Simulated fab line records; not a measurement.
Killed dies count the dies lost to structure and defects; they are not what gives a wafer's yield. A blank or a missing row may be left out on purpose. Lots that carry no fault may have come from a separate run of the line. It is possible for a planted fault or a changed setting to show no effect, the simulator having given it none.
Which tool was responsible? | flow sfq_line | Sampling: 14 lots, 42 wafers, 6 of 325 route steps

== WHAT THE GAUGES SHOWED, per wafer ==
SFQ_I7_OVL_MEAS_947.
lot  | measured     | on         | I7_OVL (nm)
L662 | day 81 14:26 | overlay-02 | 5 6 -1
L663 | day 81 16:45 | overlay-01 | 3 1 3
L664 | day 81 17:58 | overlay-01 | -8 -2 -6
L665 | day 81 20:19 | overlay-02 | -5 -1 0
L666 | day 81 23:55 | overlay-02 | -4 -9 0
L667 | day 82 02:19 | overlay-02 | 3 0 2
L668 | day 82 04:45 | overlay-01 | -2 4 -1
L669 | day 86 20:15 | overlay-02 | -2 3 0
L670 | day 86 21:26 | overlay-01 | -1 1 2
L671 | day 86 23:51 | overlay-01 | -13 -12 -15
L672 | day 87 09:26 | overlay-02 | 8 1 6
L673 | day 87 11:51 | overlay-02 | -4 2 -10
L674 | day 87 14:15 | overlay-01 | -2 3 -3
L676 | day 87 23:50 | overlay-02 | -3 -6 -10

== WHICH TOOL RAN EACH LOT (tool, then ch and the chambers of the sampled wafers, then the start) ==
lot  | SFQ_TRILAYER_I0_CMP_CMP_028   | SFQ_TRILAYER_I0_METRO_MEASURE_029 | SFQ_TRILAYER_I0_VIA_ETCH_VIA_ETCH_034 | SFQ_TRILAYER_I5_ETCH_VIA_ETCH_147  | SFQ_TRILAYER_M7_STRIP_STRIP_181
L662 | cmp-01 ch 0,1,2, day 7 10:55  | film_metro-03, day 7 13:02        | rie_diel-02 ch 0,1,3, day 9 07:47     | rie_diel-01 ch 0,2,3, day 63 22:20 | rie_metal-01 ch 0,1, day 81 06:53
L663 | cmp-01 ch 1,3, day 7 19:25    | film_metro-03, day 7 22:02        | rie_diel-02 ch 0,1,3, day 9 14:59     | rie_diel-04 ch 0,2, day 65 23:20   | rie_metal-03 ch 0,1, day 81 09:17
L664 | cmp-02 ch 0,2, day 8 10:09    | film_metro-03, day 8 13:40        | rie_diel-03 ch 0,3, day 10 03:22      | rie_diel-01 ch 0,3, day 66 01:44   | rie_metal-02 ch 0,1, day 81 10:41
L665 | cmp-01 ch 1,2,3, day 8 18:55  | film_metro-04, day 8 22:02        | rie_diel-02 ch 0,1,3, day 10 11:23    | rie_diel-04 ch 0,2,3, day 66 08:01 | rie_metal-03 ch 0,1, day 81 12:53
L666 | cmp-01 ch 1,2,3, day 8 21:55  | film_metro-04, day 9 01:14        | rie_diel-04 ch 0,2, day 10 13:47      | rie_diel-01 ch 1,2, day 66 16:25   | rie_metal-03 ch 0,1, day 81 16:29
L667 | cmp-02 ch 0,1,2, day 9 07:39  | film_metro-03, day 9 10:16        | rie_diel-02 ch 0,1,2, day 11 03:05    | rie_diel-01 ch 0,2,3, day 67 03:59 | rie_metal-02 ch 0,1, day 81 17:41
L668 | cmp-02 ch 0,2,3, day 9 13:09  | film_metro-03, day 9 16:28        | rie_diel-02 ch 1,2,3, day 11 07:53    | rie_diel-04 ch 0,1,2, day 67 07:35 | rie_metal-01 ch 0,1, day 81 21:17
L669 | cmp-02 ch 1,2, day 9 16:09    | film_metro-04, day 9 19:28        | rie_diel-04 ch 2,3, day 11 10:35      | rie_diel-04 ch 1,2,3, day 67 20:58 | rie_metal-03 ch 0, day 81 22:29
L670 | cmp-01 ch 2,3, day 9 22:25    | film_metro-03, day 10 01:02       | rie_diel-03 ch 1,2,3, day 11 16:17    | rie_diel-01 ch 1,2, day 67 22:10   | rie_metal-02 ch 1, day 81 23:41
L671 | cmp-02 ch 0,1, day 10 01:39   | film_metro-03, day 10 04:28       | rie_diel-02 ch 1,2, day 11 21:05      | rie_diel-01 ch 0,3, day 71 17:20   | rie_metal-03 ch 0,1, day 82 01:20
L672 | cmp-02 ch 0,1,3, day 10 07:09 | film_metro-04, day 10 10:16       | rie_diel-03 ch 0,2,3, day 12 01:53    | rie_diel-02 ch 2,3, day 72 18:28   | rie_metal-02 ch 0,1, day 82 15:27
L673 | cmp-02 ch 0,1,3, day 10 16:09 | film_metro-03, day 10 19:28       | rie_diel-03 ch 1,2,3, day 12 10:17    | rie_diel-04 ch 0,1,3, day 72 22:04 | rie_metal-02 ch 0, day 82 19:19
L674 | cmp-02 ch 0,1, day 10 23:39   | film_metro-04, day 11 02:28       | rie_diel-03 ch 1,2,3, day 12 15:05    | rie_diel-02 ch 0,2,3, day 73 00:28 | rie_metal-01 ch 0,1, day 82 21:20
L676 | cmp-01 ch 0,3, day 11 11:03   | film_metro-03, day 11 14:10       | rie_diel-02 ch 1,2, day 13 05:07      | rie_diel-04 ch 0,1,2, day 73 06:28 | rie_metal-03 ch 0,1, day 83 04:32
- SFQ_TRILAYER_I0_CMP_CMP_028: polishes SiO2.
- SFQ_TRILAYER_I0_METRO_MEASURE_029
- SFQ_TRILAYER_I0_VIA_ETCH_VIA_ETCH_034: etches SiO2 in CHF3, stops on Nb, target depth 260 nm.
- SFQ_TRILAYER_I5_ETCH_VIA_ETCH_147: etches the open film in CHF3, stops on Nb, target depth 360 nm.
- SFQ_TRILAYER_M7_STRIP_STRIP_181: strips in O2.

== AS READ BY THE TOOLS THEMSELVES (means over the sampled wafers that have a number; for cases with no such wafer, the mark the record gives instead) ==
SFQ_TRILAYER_I0_CMP_CMP_028.
lot  | tool   | motor_current_A (A) | time_to_endpoint_s (s)
L662 | cmp-01 | 10.5                | 209
L663 | cmp-01 | 9.7                 | 211
L664 | cmp-02 | 9.9                 | 205
L665 | cmp-01 | 9.8                 | 216
L666 | cmp-01 | 10.1                | 213
L667 | cmp-02 | 9.7                 | 198
L668 | cmp-02 | 10.1                | 209
L669 | cmp-02 | 9.5                 | 211
L670 | cmp-01 | 10.3                | 223
L671 | cmp-02 | 9.8                 | 206
L672 | cmp-02 | 10.3                | 200
L673 | cmp-02 | 10.4                | 187
L674 | cmp-02 | 10.0                | 197
L676 | cmp-01 | 10.4                | 212

SFQ_TRILAYER_I0_METRO_MEASURE_029.
lot  | tool          | thk_nm (nm)
L662 | film_metro-03 | 199.4
L663 | film_metro-03 | 199.2
L664 | film_metro-03 | 199.9
L665 | film_metro-04 | 199.2
L666 | film_metro-04 | 199.1
L667 | film_metro-03 | 198.9
L668 | film_metro-03 | 198.4
L669 | film_metro-04 | 200.1
L670 | film_metro-03 | 200.4
L671 | film_metro-03 | 198.2
L672 | film_metro-04 | 215.3
L673 | film_metro-03 | 214.1
L674 | film_metro-04 | 215.9
L676 | film_metro-03 | 201.3

SFQ_TRILAYER_I0_VIA_ETCH_VIA_ETCH_034.
lot  | tool        | drypump_motor_current_A (A) | oes_product_au (a.u.)
L662 | rie_diel-02 | 5.8                         | 0.853
L663 | rie_diel-02 | 5.8                         | 0.850
L664 | rie_diel-03 | 5.4                         | 0.851
L665 | rie_diel-02 | 5.8                         | 0.856
L666 | rie_diel-04 | 5.3                         | 0.852
L667 | rie_diel-02 | 5.8                         | 0.852
L668 | rie_diel-02 | 5.9                         | 0.849
L669 | rie_diel-04 | 5.8                         | 0.857
L670 | rie_diel-03 | 5.5                         | 0.856
L671 | rie_diel-02 | 5.9                         | 0.852
L672 | rie_diel-03 | 5.6                         | 0.895
L673 | rie_diel-03 | 5.5                         | 0.889
L674 | rie_diel-03 | 5.5                         | 0.893
L676 | rie_diel-02 | 5.9                         | 0.857

SFQ_TRILAYER_I5_ETCH_VIA_ETCH_147.
lot  | tool        | drypump_motor_current_A (A) | oes_product_au (a.u.)
L662 | rie_diel-01 | 5.3                         | 0.985
L663 | rie_diel-04 | 5.3                         | 0.998
L664 | rie_diel-01 | 5.5                         | 0.995
L665 | rie_diel-04 | 5.6                         | 0.995
L666 | rie_diel-01 | 5.0                         | 0.990
L667 | rie_diel-01 | 5.3                         | 0.994
L668 | rie_diel-04 | 5.4                         | 0.994
L669 | rie_diel-04 | 5.8                         | 0.986
L670 | rie_diel-01 | 5.0                         | 0.982
L671 | rie_diel-01 | 5.5                         | 0.996
L672 | rie_diel-02 | 5.9                         | 0.987
L673 | rie_diel-04 | 5.6                         | 0.987
L674 | rie_diel-02 | 5.7                         | 0.988
L676 | rie_diel-04 | 5.4                         | 0.993

SFQ_TRILAYER_M7_STRIP_STRIP_181.
lot  | tool         | drypump_motor_current_A (A) | oes_product_au (a.u.)
L662 | rie_metal-01 | 5.2                         | 0.992
L663 | rie_metal-03 | 5.5                         | 0.984
L664 | rie_metal-02 | 6.2                         | 1.003
L665 | rie_metal-03 | 5.6                         | 0.992
L666 | rie_metal-03 | 5.5                         | 0.991
L667 | rie_metal-02 | 6.0                         | 0.999
L668 | rie_metal-01 | 5.2                         | 0.998
L669 | rie_metal-03 | 5.0                         | 0.992
L670 | rie_metal-02 | 5.9                         | 1.012
L671 | rie_metal-03 | 5.5                         | 0.992
L672 | rie_metal-02 | 6.0                         | 1.003
L673 | rie_metal-02 | 6.3                         | 0.987
L674 | rie_metal-01 | 5.2                         | 0.995
L676 | rie_metal-03 | 5.5                         | 0.996

== THE ANSWER, worked out from the rows above alone ==
Rule: the usual values come from the lots themselves. The widest of any qualifying gaps counts: lots, ordered by their means at a reading, are off when they make up no more than a third of the lots, leave a main group of 4 or more, and stand apart from it by 3 or more times the standard deviation of that group's means. A main group is skipped when, at the precision printed for the reading in the tables above, its means are all equal. A lot without any number at a reading at which 4 lots or more have one is off too. Any other lot the step has rows for is counted as sound. After the gauges, taken in route order, come the tools' own readings; for these a lot's mean is taken, as printed above. The first step at which some lot is off is used, and at that step the reading that is off furthest; a lot without a number counts as furthest.
Off: L672, L673, L674, at SFQ_TRILAYER_I0_METRO_MEASURE_029 (thk_nm). For the main group the mean is 199.5 nm and the standard deviation 0.86.
If a tool, at that step or one of the process steps before it, ran each lot that is off and ran no sound lot following the first of them, it fits. One fits: cmp-02 at SFQ_TRILAYER_I0_CMP_CMP_028. Its last sound lot is L671 (day 10 01:39), its first lot that is off L672 (day 10 07:09): a fault that began between those two fits.

== WHAT THE SIMULATOR HAD INSERTED ==
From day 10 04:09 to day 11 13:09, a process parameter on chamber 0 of cmp-02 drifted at SFQ_TRILAYER_I0_CMP_CMP_028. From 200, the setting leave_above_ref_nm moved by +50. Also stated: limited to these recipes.
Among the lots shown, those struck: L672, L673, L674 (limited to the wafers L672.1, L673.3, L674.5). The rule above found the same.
